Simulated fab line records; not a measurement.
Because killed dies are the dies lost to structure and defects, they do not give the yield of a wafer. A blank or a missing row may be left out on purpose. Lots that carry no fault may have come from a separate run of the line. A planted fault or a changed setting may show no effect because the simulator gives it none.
fab line records ; flow sky130
record lots=6; wafers=18; last-day=50
route steps=708 shown CAPM@545 METAL3@555 PAD_OPEN@708
lots untouched by any fault: they come from a run of this same line in which no faults occurred
start-h: the number of hours between the record's first day and the start of the first shown wafer of the lot ; wait-h: hours since the lot's step before ; " same as the row above ; L1.1+2: one row covering several wafers at once ; - no value, or no start was given ; * or withheld: withheld ; < > ~ a bound
route shown NAME@n: names a module that has steps shown in the file, with the first one's number in the route ; usual: mean and standard deviation over wafers with no fault ; same: alike in all rows ; chamber/n: place in a boat ; sites: per-site readings ; _std_site: standard deviation across them ; _edge_site: inner sites' mean taken away from outer sites' mean ; radius-mm: for every site, how far away it sits from the centre of the wafer ; mask NAME#n: copy n ; behind: the tool/chamber that last shaped the wafer ; hold: why the lot went on hold/how many hours it stayed there/how the hold came to an end ; device: names the non-switching transistor (n, p or np) ; end of line: the tests these same wafers got at the end of their route ; a step with no rows: only its recipe ; killed: dies that structure and defects cost at the first sort, which is not the same as the wafer's yield ; map: per-die view of a wafer (x killed, . not killed, _ where there is no die)
set.NAME: the setting as run; set.NAME@STEP: as run at that earlier step ; model.NAME: the simulator's own value behind a step, which no gauge read
lots at selected steps of the route; one table per step, one row per wafer
services: when a tool's chamber went out of use (start-h, in hours from the record's first day, below 0 if earlier), for how many hours, and the reason
## steps
# step SKY_CAPM_SOFTBAKE_08
# recipe temp-c=90; time-s=60; resist=NOVOLAK
# step SKY_CAPM_EXPOSE_09
# recipe mask-id=CAPM; na=0.6; source-shape=conventional; sigma-outer=0.6; polarization=unpolarized; target-cd-nm=1000; dose-mj=159
# step SKY_CAPM_PEB_10
# recipe temp-c=withheld; time-s=*; resist=NOVOLAK
# step SKY_CAPM_DEVELOP_11
# recipe resist=NOVOLAK; developer=TMAH; develop-time-s=60; dev-temp-c=23
# step SKY_CAPM_OVL_MEAS_12
# usual CAPM_OVL=0.2/1.1
lot.wafer;tool;chamber;start-h;wait-h;CAPM_OVL[nm]
L706.3;overlay-02;-;904.68;0.1;0.0
L706.4;overlay-02;-;904.68;0.1;0.7
L706.6;overlay-02;-;904.68;0.1;-0.7
L711.2;overlay-02;-;947.73;0.1;1.2
L711.3;overlay-02;-;947.73;0.1;1.8
L711.5;overlay-02;-;947.73;0.1;0.1
L717.1;overlay-01;-;993.81;0.1;0.8
L717.4;overlay-01;-;993.81;0.1;2.9
L717.6;overlay-01;-;993.81;0.1;1.5
L720.3;overlay-01;-;998.98;0.1;-1.5
L720.5;overlay-01;-;998.98;0.1;0.2
L720.6;overlay-01;-;998.98;0.1;-1.4
L723.3;overlay-02;-;1021.43;0.1;-0.2
L723.4;overlay-02;-;1021.43;0.1;-0.6
L723.6;overlay-02;-;1021.43;0.1;-0.8
L724.2;overlay-02;-;1029.24;0.1;1.6
L724.3;overlay-02;-;1029.24;0.1;-0.6
L724.4;overlay-02;-;1029.24;0.1;0.2
# step SKY_CAPM_METAL_ETCH_13
# recipe target-depth-nm=220; stop-on=SiO2; chemistry=Cl2/BCl3; target=TiN; pressure-mtorr=10; icp-w=900; bias-w=48.5; Cl2_flow_sccm=60; bcl3-flow-sccm=30; time-s=62.9
# usual chamber-pressure-mTorr=10.000/0.0085; drypump-motor-current-A=5.9/0.41; oes-product-au=0.941/0.0076; throttle-valve-pct=21.902/0.009
lot.wafer;tool;chamber;start-h;wait-h;chamber-pressure-mTorr;drypump-motor-current-A;oes-product-au;rf-hours-counter-h;throttle-valve-pct
L706.3;rie-metal-02;0;904.73;0.0;10.006;6.4;0.953;-;21.887
L706.4;rie-metal-02;1;904.73;0.0;10.012;6.5;0.945;-;21.918
L706.6;rie-metal-02;0;904.73;0.0;10.010;6.4;0.928;-;21.904
L711.2;rie-metal-01;0;947.76;0.0;10.004;5.7;0.950;18;21.902
L711.3;rie-metal-01;0;947.76;0.0;10.003;5.8;0.933;-;21.890
L711.5;rie-metal-01;1;947.76;0.0;10.018;5.6;0.941;-;21.899
L717.1;rie-metal-02;0;993.85;0.0;9.996;6.4;0.944;9;21.905
L717.4;rie-metal-02;0;993.85;0.0;10.002;6.4;0.933;-;21.911
L717.6;rie-metal-02;0;993.85;0.0;10.011;6.4;0.943;-;21.912
L720.3;rie-metal-02;0;999.03;0.0;10.004;6.4;0.955;-;21.910
L720.5;rie-metal-02;1;999.03;0.0;9.997;6.4;0.951;-;21.902
L720.6;rie-metal-02;0;999.03;0.0;10.005;6.4;0.947;-;21.886
L723.3;rie-metal-02;1;1021.48;0.0;10.012;6.5;0.948;-;21.904
L723.4;rie-metal-02;0;1021.48;0.0;9.988;6.3;0.957;-;21.889
L723.6;rie-metal-02;1;1021.48;0.0;9.990;6.4;0.943;-;21.909
L724.2;rie-metal-04;0;1029.27;0.0;10.005;5.3;0.932;11;21.892
L724.3;rie-metal-04;1;1029.27;0.0;9.996;6.0;0.937;-;21.895
L724.4;rie-metal-04;0;1029.27;0.0;9.995;5.3;0.941;-;21.909
# step SKY_CAPM_STRIP_14
# recipe chemistry=O2/N2; power-w=1400; pressure-mtorr=1500; platen-temp-c=withheld; o2-flow-sccm=3000; n2-flow-sccm=300; overash-fraction=0.5
# usual chamber-pressure-mTorr=1500.1/1.4; drypump-motor-current-A=6.0/0.31; n2-flow-sccm=300.0/0.78; oes-product-au=0.710/0.0047; strip-time-to-endpoint-s=12.63/0.044
lot.wafer;tool;chamber;start-h;wait-h;chamber-pressure-mTorr;drypump-motor-current-A;n2-flow-sccm;oes-product-au;rf-hours-counter-h;strip-time-to-endpoint-s
L706.3;plasma-asher-02;1;904.82;0.1;1500.2;5.6;300.6;0.705;-;12.63
L706.4;plasma-asher-02;0;904.82;0.1;1501.2;5.8;300.6;0.700;-;12.67
L706.6;plasma-asher-02;0;904.82;0.1;1502.7;5.8;301.1;0.708;-;12.62
L711.2;plasma-asher-01;0;947.83;0.1;1503.4;6.4;299.9;0.712;20;12.68
L711.3;plasma-asher-01;0;947.83;0.1;1499.3;6.4;298.9;0.710;-;12.70
L711.5;plasma-asher-01;0;947.83;0.1;1498.9;6.4;299.4;0.711;-;12.66
L717.1;plasma-asher-01;1;993.92;0.1;1500.8;5.9;300.3;0.703;25;12.63
L717.4;plasma-asher-01;1;993.92;0.1;1501.3;5.9;300.4;0.714;-;12.59
L717.6;plasma-asher-01;1;993.92;0.1;1498.4;5.9;301.4;0.715;-;12.62
L720.3;plasma-asher-02;1;999.12;0.1;1499.2;5.6;300.6;0.712;-;12.70
L720.5;plasma-asher-02;0;999.12;0.1;1500.3;5.8;300.6;0.709;-;12.66
L720.6;plasma-asher-02;1;999.12;0.1;1500.3;5.6;300.6;0.704;-;12.65
L723.3;plasma-asher-01;1;1021.56;0.1;1500.3;5.9;299.8;0.716;-;12.66
L723.4;plasma-asher-01;0;1021.56;0.1;1500.8;6.4;299.5;0.718;-;12.64
L723.6;plasma-asher-01;1;1021.56;0.1;1500.4;5.9;300.6;0.706;-;12.69
L724.2;plasma-asher-02;0;1029.35;0.1;1500.2;5.9;300.0;0.715;91;12.60
L724.3;plasma-asher-02;0;1029.35;0.1;1500.0;5.9;300.0;0.705;-;12.58
L724.4;plasma-asher-02;1;1029.35;0.1;1501.5;5.6;299.8;0.703;-;12.67
# step SKY_CAPM_STRIP_15
# recipe chemistry=post-etch-residue-remover; time-s=1200; temp-c=72.5
# step SKY_CAPM_CLEAN_16
# recipe chemistry=IPA; time-s=180; temp-c=25
# step SKY_CAPM_CLEAN_17
# recipe chemistry=O3/DIW; dry=n2-spin
# step SKY_METAL3_DEHYDRATE_05
# recipe temp-c=200; time-s=60
# step SKY_METAL3_HMDS_06
# recipe prime-time-s=60; prime-temp-c=120
# step SKY_METAL3_COAT_07
# recipe resist=BARC; temp-c=withheld; time-s=withheld; spin-rpm=3000; resist-thk-nm=60
# usual exhaust-pa=44.8/0.88
lot.wafer;tool;chamber;start-h;wait-h;exhaust-pa
L706.3;litho-track-03;0;916.88;0.1;45.6
L706.4;litho-track-03;0;916.88;0.1;44.8
L706.6;litho-track-03;0;916.88;0.1;45.4
L711.2;litho-track-01;0;960.24;0.1;44.5
L711.3;litho-track-01;0;960.24;0.1;46.0
L711.5;litho-track-01;0;960.24;0.1;46.3
L717.1;litho-track-03;0;1005.73;0.1;44.5
L717.4;litho-track-03;0;1005.73;0.1;43.9
L717.6;litho-track-03;0;1005.73;0.1;44.5
L720.3;litho-track-03;0;1009.98;0.1;45.2
L720.5;litho-track-03;0;1009.98;0.1;45.1
L720.6;litho-track-03;0;1009.98;0.1;45.1
L723.3;litho-track-01;0;1033.46;0.1;45.6
L723.4;litho-track-01;0;1033.46;0.1;45.3
L723.6;litho-track-01;0;1033.46;0.1;44.8
L724.2;litho-track-02;0;1041.60;0.1;46.4
L724.3;litho-track-02;0;1041.60;0.1;45.4
L724.4;litho-track-02;0;1041.60;0.1;44.6
# step SKY_METAL3_COAT_08
# recipe resist=KrF-thick; spin-rpm=3000; resist-thk-nm=1140
# step SKY_METAL3_SOFTBAKE_09
# recipe temp-c=100; time-s=90; resist=KrF-thick
# step SKY_METAL3_EXPOSE_10
# recipe mask-id=MM3; na=0.68; source-shape=annular; sigma-inner=0.4; sigma-outer=0.8; target-cd-nm=300; dose-mj=28
# step SKY_METAL3_PEB_11
# recipe peb-temp-c=withheld; peb-time-s=withheld; resist=KrF-thick
# step SKY_METAL3_DEVELOP_12
# recipe develop-time-s=60; resist=KrF-thick; dev-temp-c=21
# step SKY_METAL3_CD_MEAS_13
# recipe target-cd-nm=300
# usual cd-nm=299.3/1.4
lot.wafer;tool;chamber;start-h;wait-h;cd-nm
L706.3;cd-sem-01;-;929.55;-;301.0
L706.4;cd-sem-01;-;929.55;-;300.6
L706.6;cd-sem-01;-;929.55;-;301.0
L711.2;cd-sem-02;-;972.68;-;298.1
L711.3;cd-sem-02;-;972.68;-;298.0
L711.5;cd-sem-02;-;972.68;-;298.2
L717.1;cd-sem-02;-;1017.26;-;300.0
L717.4;cd-sem-02;-;1017.26;-;299.2
L717.6;cd-sem-02;-;1017.26;-;300.7
L720.3;cd-sem-01;-;1021.91;-;300.9
L720.5;cd-sem-01;-;1021.91;-;300.7
L720.6;cd-sem-01;-;1021.91;-;301.6
L723.3;cd-sem-01;-;1044.21;-;298.5
L723.4;cd-sem-01;-;1044.21;-;298.8
L723.6;cd-sem-01;-;1044.21;-;299.2
L724.2;cd-sem-01;-;1052.44;-;301.4
L724.3;cd-sem-01;-;1052.44;-;301.3
L724.4;cd-sem-01;-;1052.44;-;300.8
# step SKY_METAL3_OVL_MEAS_14
# usual METAL3_OVL=4/5.8
lot.wafer;tool;chamber;start-h;wait-h;METAL3_OVL[nm]
L706.3;overlay-02;-;929.64;0.1;10
L706.4;overlay-02;-;929.64;0.1;-6
L706.6;overlay-02;-;929.64;0.1;0
L711.2;overlay-01;-;972.79;0.1;7
L711.3;overlay-01;-;972.79;0.1;-1
L711.5;overlay-01;-;972.79;0.1;2
L717.1;overlay-02;-;1017.38;0.1;6
L717.4;overlay-02;-;1017.38;0.1;2
L717.6;overlay-02;-;1017.38;0.1;0
L720.3;overlay-02;-;1022.00;0.1;1
L720.5;overlay-02;-;1022.00;0.1;6
L720.6;overlay-02;-;1022.00;0.1;0
L723.3;overlay-02;-;1044.30;0.1;5
L723.4;overlay-02;-;1044.30;0.1;-3
L723.6;overlay-02;-;1044.30;0.1;5
L724.2;overlay-02;-;1052.55;0.1;7
L724.3;overlay-02;-;1052.55;0.1;-4
L724.4;overlay-02;-;1052.55;0.1;7
# step SKY_METAL3_DESCUM_15
# recipe chemistry=O2; source-power-w=150; bias-power-w=0; pressure-mtorr=10; temp-c=40; time-s=8
# usual chamber-pressure-mTorr=10.000/0.011; drypump-motor-current-A=5.9/0.38; oes-product-au=1.004/0.0093
lot.wafer;tool;chamber;start-h;wait-h;chamber-pressure-mTorr;drypump-motor-current-A;oes-product-au;rf-hours-counter-h
L706.3;rie-metal-02;0;929.69;0.0;10.008;6.4;1.004;-
L706.4;rie-metal-02;0;929.69;0.0;10.020;6.4;0.998;-
L706.6;rie-metal-02;0;929.69;0.0;10.002;6.4;0.991;-
L711.2;rie-metal-02;0;972.83;0.0;9.993;6.4;1.003;-
L711.3;rie-metal-02;0;972.83;0.0;10.001;6.4;0.994;-
L711.5;rie-metal-02;0;972.83;0.0;10.001;6.3;1.010;-
L717.1;rie-metal-02;0;1017.42;0.0;10.004;6.3;1.002;11
L717.4;rie-metal-02;0;1017.42;0.0;10.010;6.4;1.005;-
L717.6;rie-metal-02;1;1017.42;0.0;9.993;6.4;0.998;-
L720.3;rie-metal-03;0;1022.04;0.0;9.997;5.7;0.995;-
L720.5;rie-metal-03;1;1022.04;0.0;10.017;5.6;1.006;-
L720.6;rie-metal-03;0;1022.04;0.0;10.008;5.7;0.998;-
L723.3;rie-metal-03;1;1044.34;0.0;10.004;5.6;1.002;-
L723.4;rie-metal-03;0;1044.34;0.0;9.996;5.7;0.988;-
L723.6;rie-metal-03;0;1044.34;0.0;9.981;5.7;0.993;-
L724.2;rie-metal-03;1;1052.58;0.0;9.988;5.6;1.012;16
L724.3;rie-metal-03;0;1052.58;0.0;10.001;5.6;0.998;-
L724.4;rie-metal-03;1;1052.58;0.0;10.012;5.6;1.012;-
# step SKY_METAL3_ETCH_16
# recipe chemistry=N2/H2; target=BARC; ion-energy-ev=200; bias-w=100; pressure-mtorr=30; n2-flow-sccm=100; h2-flow-sccm=200; icp-w=500; stop-on=SiO2; time-s=88.2; target-depth-a=600
# usual chamber-pressure-mTorr=30.000/0.028; drypump-motor-current-A=5.9/0.38; n2-flow-sccm=100.07/0.27; oes-product-au=0.625/0.005; throttle-valve-pct=13.205/0.0095
lot.wafer;tool;chamber;start-h;wait-h;chamber-pressure-mTorr;drypump-motor-current-A;n2-flow-sccm;oes-product-au;rf-hours-counter-h;throttle-valve-pct;model.etch.depth-nm
L706.3;rie-metal-02;0;929.80;0.1;30.000;6.4;99.80;0.628;-;13.182;60.4
L706.4;rie-metal-02;0;929.80;0.1;29.972;6.4;99.93;0.627;-;13.184;60.36
L706.6;rie-metal-02;0;929.80;0.1;30.051;6.4;99.78;0.616;-;13.211;60.32
L711.2;rie-metal-02;0;972.91;0.1;30.014;6.4;99.79;0.622;-;13.208;60.06
L711.3;rie-metal-02;0;972.91;0.1;30.028;6.4;99.87;0.618;-;13.185;60.31
L711.5;rie-metal-02;0;972.91;0.1;29.960;6.4;99.68;0.631;-;13.208;60.14
L717.1;rie-metal-02;0;1017.46;0.0;30.003;6.3;100.19;0.628;11;13.222;61.39
L717.4;rie-metal-02;0;1017.46;0.0;29.983;6.3;100.45;0.623;-;13.210;61.47
L717.6;rie-metal-02;1;1017.46;0.0;29.975;6.4;100.19;0.633;-;13.224;61.34
L720.3;rie-metal-03;0;1022.09;0.0;29.985;5.6;99.85;0.636;-;13.210;61.76
L720.5;rie-metal-03;1;1022.09;0.0;30.008;5.6;100.04;0.638;-;13.197;61.65
L720.6;rie-metal-03;0;1022.09;0.0;29.982;5.7;99.64;0.639;-;13.199;61.64
L723.3;rie-metal-03;1;1044.39;0.0;30.033;5.6;100.34;0.624;-;13.214;60
L723.4;rie-metal-03;0;1044.39;0.0;29.992;5.7;100.23;0.625;-;13.208;59.99
L723.6;rie-metal-03;0;1044.39;0.0;29.997;5.7;99.69;0.618;-;13.198;59.89
L724.2;rie-metal-03;1;1052.61;0.0;30.014;5.6;99.97;0.624;16;13.190;59.97
L724.3;rie-metal-03;0;1052.61;0.0;30.005;5.6;100.21;0.631;-;13.205;60.15
L724.4;rie-metal-03;1;1052.61;0.0;30.025;5.6;99.83;0.625;-;13.205;59.97
# step SKY_METAL3_ETCH_17
# recipe target=SiO2; stop-on=TiN; chemistry=C4F8/O2/Ar; source-w=1500; bias-w=1200; pressure-mtorr=40; c4f8-flow-sccm=withheld; O2_flow_sccm=6; Ar_flow_sccm=300; time-s=3.9; target-depth-a=150
# usual chamber-pressure-mTorr=40.00/0.033; oes-product-au=0.754/0.0086
lot.wafer;tool;chamber;start-h;wait-h;chamber-pressure-mTorr;oes-product-au;rf-hours-counter-h
L706.3;rie-diel-03;3;929.93;0.1;39.98;0.741;2
L706.4;rie-diel-03;1;929.93;0.1;40.02;0.764;12
L706.6;rie-diel-03;2;929.93;0.1;40.01;0.769;-
L711.2;rie-diel-03;2;973.08;0.1;40.03;0.744;23
L711.3;rie-diel-03;2;973.08;0.1;40.00;0.753;-
L711.5;rie-diel-03;3;973.08;0.1;40.00;0.746;-
L717.1;rie-diel-01;1;1017.59;0.1;40.07;0.757;20
L717.4;rie-diel-01;3;1017.59;0.1;40.02;0.752;23
L717.6;rie-diel-01;2;1017.59;0.1;40.04;0.750;-
L720.3;rie-diel-01;1;1022.16;0.0;40.00;0.752;21
L720.5;rie-diel-01;2;1022.16;0.0;40.00;0.756;-
L720.6;rie-diel-01;3;1022.16;0.0;39.98;0.759;-
L723.3;rie-diel-02;0;1044.46;0.0;40.01;0.743;20
L723.4;rie-diel-02;1;1044.46;0.0;40.01;0.750;18
L723.6;rie-diel-02;3;1044.46;0.0;39.98;0.748;-
L724.2;rie-diel-01;0;1052.71;0.1;40.03;0.742;23
L724.3;rie-diel-01;3;1052.71;0.1;39.95;0.739;24
L724.4;rie-diel-01;1;1052.71;0.1;40.00;0.755;22
# step SKY_PAD_OPEN_PROBE_99
# usual defect-limited-yield=82.3/2; killed_at_M0_to_M3=44/7.1; killed_at_M4_up=3.3/1.8; killed-at-contacts=24/5.1; killed-at-front-end=16/4.7; killed-at-other=0.3/0.52; killed-dies=87/9.7; killed-open=47/6.8; killed-short=39/6.7; sort_bin_3_pad_short=0.9/0.43; sort_bin_5_function=10.4/1.4; sort_bin_6_memory=6.4/1.2; sort-n-pass=405/9.7; sort-yield-pct=82.3/2
# same gross-dies=492; killed-at-back-side=0; sort_bin_4_leakage[%]=0; sort_bin_8_speed[%]=0
lot.wafer;tool;chamber;start-h;wait-h;defect-limited-yield[%];killed_at_M0_to_M3;killed_at_M4_up;killed-at-contacts;killed-at-front-end;killed-at-other;killed-dies;killed-open;killed-short;sort_bin_3_pad_short[%];sort_bin_5_function[%];sort_bin_6_memory[%];sort-n-pass;sort-yield-pct[%]
L711.2;prober-01;-;1132.46;0.1;82.1;42;1;28;16;1;88;56;32;0.6;10.0;7.3;404;82.1
L711.3;prober-01;-;1132.51;0.2;82.7;39;2;28;16;0;85;46;39;0.2;10.8;6.3;407;82.7
L711.5;prober-01;-;1132.61;0.2;82.1;39;9;25;15;0;88;52;36;0.2;10.8;6.9;404;82.1
L717.1;prober-02;-;1168.74;0.1;81.1;44;3;25;21;0;93;50;41;1.0;10.4;7.5;399;81.1
L717.4;prober-02;-;1168.89;0.2;81.7;39;2;30;19;0;90;49;39;0.6;10.4;7.3;402;81.7
L717.6;prober-02;-;1168.99;0.2;80.7;42;3;34;15;1;95;61;34;0.2;11.4;7.7;397;80.7
L720.3;prober-02;-;1172.57;0.2;82.1;39;3;32;14;0;88;45;43;1.0;10.8;6.1;404;82.1
L720.5;prober-02;-;1172.67;0.2;87.0;33;2;15;14;0;64;42;22;0.6;7.7;4.7;428;87.0
L720.6;prober-02;-;1172.72;0.2;83.7;43;2;21;14;0;80;41;39;0.6;10.0;5.7;412;83.7
L723.3;prober-01;-;1188.25;0.2;84.6;36;3;19;18;0;76;42;34;0.6;9.6;5.3;416;84.6
L723.4;prober-01;-;1188.30;0.2;85.0;35;1;26;11;1;74;49;25;1.0;10.4;3.7;418;85.0
L723.6;prober-01;-;1188.40;0.2;82.7;50;1;23;11;0;85;40;44;1.4;10.6;5.3;407;82.7
# killed by level:class
L711.2 VIA1:geometric-particle:open=11 CONTACT:geometric-particle:open=10 VIA2:geometric-particle:open=9 VIA3:geometric-particle:open=9 LI_CONTACT:geometric-particle:open=8 POLY_GATE:geometric-particle:open=5 LOCAL_INTERCONNECT:geometric-particle:short=5 CONTACT:geometric-particle:short=5
L711.3 VIA1:geometric-particle:open=11 LOCAL_INTERCONNECT:geometric-particle:short=8 CONTACT:geometric-particle:open=7 LI_CONTACT:geometric-particle:open=6 POLY_GATE:geometric-particle:open=5 CONTACT:geometric-particle:short=5 VIA3:geometric-particle:open=5 VIA1:geometric-particle:short=4
L711.5 VIA1:geometric-particle:open=11 VIA3:geometric-particle:open=9 VIA2:geometric-particle:open=8 CONTACT:geometric-particle:short=7 LI_CONTACT:geometric-particle:open=6 CONTACT:geometric-particle:open=6 METAL4:geometric-particle:short=5 POLY_GATE:geometric-particle:open=4
L717.1 VIA1:geometric-particle:open=16 CONTACT:geometric-particle:open=11 POLY_GATE:geometric-particle:short=8 METAL2:geometric-particle:short=7 VIA3:geometric-particle:open=6 LI_CONTACT:geometric-particle:open=5 POLY_GATE:geometric-particle:open=4 CONTACT:geometric-particle:short=4
L717.4 CONTACT:geometric-particle:open=13 METAL2:geometric-particle:short=12 LI_CONTACT:geometric-particle:open=9 VIA1:geometric-particle:open=7 VIA2:geometric-particle:open=6 LOCAL_INTERCONNECT:geometric-particle:short=4 FIELD_ISO:geometric-particle:short=3 FIELD_ISO:geometric-particle:open=3
L717.6 VIA1:geometric-particle:open=16 CONTACT:geometric-particle:open=15 LI_CONTACT:geometric-particle:open=11 VIA3:geometric-particle:open=6 CONTACT:geometric-particle:short=5 FIELD_ISO:geometric-particle:short=4 POLY_GATE:geometric-particle:short=4 METAL2:geometric-particle:short=4
L720.3 VIA1:geometric-particle:open=10 LI_CONTACT:geometric-particle:open=8 CONTACT:geometric-particle:short=8 LI_CONTACT:geometric-particle:short=7 CONTACT:geometric-particle:open=5 VIA1:geometric-particle:short=5 METAL2:geometric-particle:short=5 POLY_GATE:geometric-particle:short=4
L720.5 VIA1:geometric-particle:open=7 VIA3:geometric-particle:open=7 CONTACT:geometric-particle:open=6 VIA2:geometric-particle:open=6 FIELD_ISO:geometric-particle:open=4 LI_CONTACT:geometric-particle:open=4 FIELD_ISO:geometric-particle:short=3 POLY_GATE:geometric-particle:short=3
L720.6 VIA1:geometric-particle:open=10 VIA1:geometric-particle:short=9 VIA2:geometric-particle:open=9 CONTACT:geometric-particle:open=7 LOCAL_INTERCONNECT:geometric-particle:short=5 FIELD_ISO:geometric-particle:short=4 CONTACT:geometric-particle:short=4 VIA3:geometric-particle:open=4
L723.3 VIA1:geometric-particle:open=10 LI_CONTACT:geometric-particle:open=7 FIELD_ISO:geometric-particle:open=6 CONTACT:geometric-particle:open=5 METAL2:geometric-particle:short=5 FIELD_ISO:geometric-particle:short=4 VIA3:geometric-particle:short=4 POLY_GATE:geometric-particle:open=4
L723.4 CONTACT:geometric-particle:open=12 VIA3:geometric-particle:open=8 VIA1:geometric-particle:open=7 VIA2:geometric-particle:open=7 LI_CONTACT:geometric-particle:open=5 FIELD_ISO:geometric-particle:open=4 METAL2:geometric-particle:short=4 POLY_GATE:geometric-particle:open=3
L723.6 CONTACT:geometric-particle:open=11 VIA2:geometric-particle:open=10 VIA2:geometric-particle:short=7 VIA1:geometric-particle:short=6 METAL2:geometric-particle:short=6 VIA3:geometric-particle:open=6 CONTACT:geometric-particle:short=5 METAL1:geometric-particle:short=5
## services
tool;chamber;start-h;hours;kind
rie-diel-01;3;883.47;2.9;repair
rie-diel-03;-;891.74;1.2;repair
rie-diel-02;3;892.25;4.3;repair
rie-metal-02;-;892.69;0.2;repair
rie-metal-02;-;902.49;0.6;repair
rie-diel-01;3;917.72;3.3;repair
rie-metal-02;1;923.44;-;clean
rie-metal-02;1;923.44;14.1;scheduled-down
rie-metal-02;1;923.44;14.1;vent-cycle
rie-metal-03;0;924.36;-;clean
rie-metal-03;0;924.36;23.6;scheduled-down
rie-metal-03;0;924.36;23.6;vent-cycle
rie-metal-01;1;932.15;-;clean
rie-metal-01;1;932.15;10.3;scheduled-down
rie-metal-01;1;932.15;10.3;vent-cycle
rie-diel-01;2;960.98;3.5;repair
rie-diel-03;0;967.95;10.4;repair
rie-metal-02;1;968.94;18.1;repair
rie-diel-03;1;971.55;3.3;repair
rie-diel-03;-;979.48;4.3;pm
rie-diel-01;3;994.35;7.9;repair
rie-metal-01;-;1039.36;0.6;repair
plasma-asher-01;-;1045.23;1.6;repair
rie-diel-02;-;1048.82;0.4;repair
## key
first-sign none at tools or gauges
model-effect step=SKY_METAL3_ETCH_16; value=etch.depth-nm; without=59.98; struck=61.54
met-at SKY_METAL3_COAT_07
struck-wafers L717.1,L717.4,L717.6,L720.3,L720.5,L720.6
onset-between 916.88 1005.73
fault kind=process-parameter-drift; tool=litho-track-03; chamber=-; onset-h=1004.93; steps=SKY_METAL3_COAT_07; channel=resist-thk-nm; offset=1.5603; shape=step; end-h=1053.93; acts-in=these-recipes-only; stated=60
